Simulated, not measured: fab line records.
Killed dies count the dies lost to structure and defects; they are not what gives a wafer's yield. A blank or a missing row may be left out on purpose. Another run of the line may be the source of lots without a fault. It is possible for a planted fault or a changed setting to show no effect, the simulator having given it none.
Commonality check across tools / flow sky130 / 10 lots, 30 wafers sampled

== WHY IT WAS OPENED ==
SKY_POLY_GATE_THK_MEAS_01, reading POLY_GATE_CVD_00_THK: flagged on 2 of 10 lots. No-fault wafers: 180.6 nm, standard deviation 1.6.
Rule: flag the lot when none of its wafers has a number, or when each of its wafers that has one lies beyond 4 standard deviations from that mean. As for the other lots, they are considered sound.

lot=L161; measured=day 15 23:50; on=filmMetro-02; POLY_GATE_CVD_00_THK (nm), wafer by wafer=180.6 181.3 178.7; flag=
lot=L163; measured=day 16 16:43; on=filmMetro-04; POLY_GATE_CVD_00_THK (nm), wafer by wafer=179.5 180.6 179.2; flag=
lot=L165; measured=day 16 19:30; on=filmMetro-02; POLY_GATE_CVD_00_THK (nm), wafer by wafer=180.3 181.1 178.9; flag=
lot=L166; measured=day 17 18:04; on=filmMetro-04; POLY_GATE_CVD_00_THK (nm), wafer by wafer=179.7 179.5 179.1; flag=
lot=L167; measured=day 18 01:02; on=filmMetro-03; POLY_GATE_CVD_00_THK (nm), wafer by wafer=181.0 179.7 180.5; flag=
lot=L170; measured=day 18 11:55; on=filmMetro-02; POLY_GATE_CVD_00_THK (nm), wafer by wafer=144.2 142.8 142.8; flag=FLAGGED
lot=L171; measured=day 19 07:56; on=filmMetro-02; POLY_GATE_CVD_00_THK (nm), wafer by wafer=141.9 141.9 143.1; flag=FLAGGED
lot=L179; measured=day 21 15:35; on=filmMetro-03; POLY_GATE_CVD_00_THK (nm), wafer by wafer=177.6 179.4 179.0; flag=
lot=L180; measured=day 21 18:32; on=filmMetro-02; POLY_GATE_CVD_00_THK (nm), wafer by wafer=180.3 178.9 178.1; flag=
lot=L181; measured=day 22 01:31; on=filmMetro-04; POLY_GATE_CVD_00_THK (nm), wafer by wafer=182.5 182.3 182.0; flag=
The numbers of the flagged lots are 142.8 nm on average: -37.8 nm against the usual, or -24 standard deviations.

== WHICH TOOL EACH LOT WENT THROUGH ==
The record keeps 1 process step preceding the reading, out of 708 steps on the route. Cell contents, in order: the tool; ch with the chambers the sampled wafers went through; the start.
lot=L161; flag=; SKY_POLY_GATE_CVD_00=lpcvd-01 ch 1, day 15 22:38
lot=L163; flag=; SKY_POLY_GATE_CVD_00=lpcvd-01 ch 1, day 16 13:59
lot=L165; flag=; SKY_POLY_GATE_CVD_00=lpcvd-01 ch 0, day 16 17:41
lot=L166; flag=; SKY_POLY_GATE_CVD_00=lpcvd-01 ch 1, day 17 16:50
lot=L167; flag=; SKY_POLY_GATE_CVD_00=lpcvd-01 ch 0, day 17 23:50
lot=L170; flag=FLAGGED; SKY_POLY_GATE_CVD_00=lpcvd-01 ch 1, day 18 10:41
lot=L171; flag=FLAGGED; SKY_POLY_GATE_CVD_00=lpcvd-01 ch 0, day 19 06:44
lot=L179; flag=; SKY_POLY_GATE_CVD_00=lpcvd-01 ch 1, day 21 14:23
lot=L180; flag=; SKY_POLY_GATE_CVD_00=lpcvd-01 ch 1, day 21 17:20
lot=L181; flag=; SKY_POLY_GATE_CVD_00=lpcvd-01 ch 1, day 22 00:19
What the steps here do:
- SKY_POLY_GATE_CVD_00: deposits poly-Si, target thk 180 nm, time 720 s.
- SKY_POLY_GATE_THK_MEAS_01

== FLAGGED OVER TOTAL, TOOL BY TOOL (the gauges that took the reading come last) ==
step=SKY_POLY_GATE_CVD_00; tool=lpcvd-01; lots run=10; flagged=2; share of the flagged lots=all; sound lots run after its first flagged lot=3 (L179,L180,L181)
step=SKY_POLY_GATE_THK_MEAS_01; tool=filmMetro-02; lots run=5; flagged=2; share of the flagged lots=all; sound lots run after its first flagged lot=1 (L180)
step=SKY_POLY_GATE_THK_MEAS_01; tool=filmMetro-03; lots run=2; flagged=0; share of the flagged lots=none; sound lots run after its first flagged lot=-
step=SKY_POLY_GATE_THK_MEAS_01; tool=filmMetro-04; lots run=3; flagged=0; share of the flagged lots=none; sound lots run after its first flagged lot=-

== WHAT THE TABLE ALLOWS ==
In 2 table rows, all flagged lots were run: lpcvd-01 (SKY_POLY_GATE_CVD_00), filmMetro-02 (SKY_POLY_GATE_THK_MEAS_01).
- lpcvd-01 at SKY_POLY_GATE_CVD_00 ran 10 lots, 2 of them flagged. Lots that were sound ran on it after the first flagged one (L179, L180, L181); a persistent fault on the entire tool would not allow that. Its own readings lie more than 4 standard deviations out on every wafer of the flagged lots: spikeTcBottomC, spikeTcCentreC, spikeTcLowerC, spikeTcTopC, spikeTcUpperC, susceptorTempC.
- filmMetro-02 at SKY_POLY_GATE_THK_MEAS_01 ran 5 lots, 2 of them flagged. Lots that were sound ran on it after the first flagged one (L180); a persistent fault on the entire tool would not allow that.
None of the table's rows ran every flagged lot and, after the first, no sound lot.

== WHAT HAD BEEN PUT IN BY THE SIMULATOR ==
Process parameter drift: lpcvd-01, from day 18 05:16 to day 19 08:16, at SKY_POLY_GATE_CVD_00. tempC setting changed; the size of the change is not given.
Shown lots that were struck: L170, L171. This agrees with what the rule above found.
